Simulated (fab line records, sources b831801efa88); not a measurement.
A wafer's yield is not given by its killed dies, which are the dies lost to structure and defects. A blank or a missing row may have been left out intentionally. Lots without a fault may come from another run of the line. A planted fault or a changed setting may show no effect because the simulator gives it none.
Which tool is to blame? | flow gf180mcu | 6 lots with 18 wafers sampled at 3 steps, on a route of 602 steps

WHAT THE GAUGES READ, wafer by wafer
GF_VT_IMPLANT_OVL_MEAS_29.
lot  | measured     | on         | VT_IMPLANT_02_OVL (nm)
L121 | day 7 08:48  | overlay-01 | 0.4 1.0 -0.4
L124 | day 8 05:20  | overlay-02 | -3.3 -1.6 -0.8
L133 | day 10 18:34 | overlay-02 | - - -
L135 | day 11 08:34 | overlay-02 | -2.7 -0.5 -0.9
L138 | day 12 03:19 | overlay-01 | -2.5 -1.4 0.1
L141 | day 12 20:58 | overlay-01 | 1.9 -2.4 0.2

WHICH TOOL RAN EACH LOT (tool, then ch and the chambers of the sampled wafers, then the start)
lot  | GF_VT_IMPLANT_STRIP_20               | GF_VT_IMPLANT_COAT_24
L121 | plasma asher-03 ch 0,1, day 6 17:35  | litho track-03 ch 0, day 7 01:02
L124 | plasma asher-03 ch 0,1, day 7 12:26  | litho track-03 ch 0, day 7 20:41
L133 | plasma asher-01 ch 0,1, day 10 00:04 | litho track-03, day 10 08:58
L135 | plasma asher-03 ch 0,1, day 10 14:02 | litho track-03 ch 0, day 10 23:34
L138 | plasma asher-01 ch 0,1, day 11 08:40 | litho track-03 ch 0, day 11 17:49
L141 | plasma asher-02 ch 0,1, day 12 01:08 | litho track-03 ch 0, day 12 10:50
- GF_VT_IMPLANT_STRIP_20: strips in O2/N2.
- GF_VT_IMPLANT_COAT_24: resist thk 1000 nm.

THE ANSWER, worked out from the rows above alone
Rule: the usual values come from the lots themselves. Put in order of their means at a reading, lots are off if they are a third of the lots or fewer, leave a main group of 4 or more, and stand apart from it by a gap of 3 or more times the standard deviation of the main group's means; of several such gaps the widest counts. A main group is skipped when, at the precision printed for the reading in the tables above, its means are all equal. Also off: a lot with no number at a reading for which 4 or more lots have one. Where the step has rows for the other lots, those lots are counted as sound.
Off: L133, at GF_VT_IMPLANT_OVL_MEAS_29 (VT_IMPLANT_02_OVL). Without a number there: L133. The main group: mean -0.9 nm, standard deviation 0.84.
If a tool, at a process step before that reading, ran all the lots that are off and no sound lot after the first of them, it fits. The gauges at GF_VT_IMPLANT_OVL_MEAS_29 are tried like those tools. None of those tried fits.

WHAT HAD BEEN PUT IN BY THE SIMULATOR
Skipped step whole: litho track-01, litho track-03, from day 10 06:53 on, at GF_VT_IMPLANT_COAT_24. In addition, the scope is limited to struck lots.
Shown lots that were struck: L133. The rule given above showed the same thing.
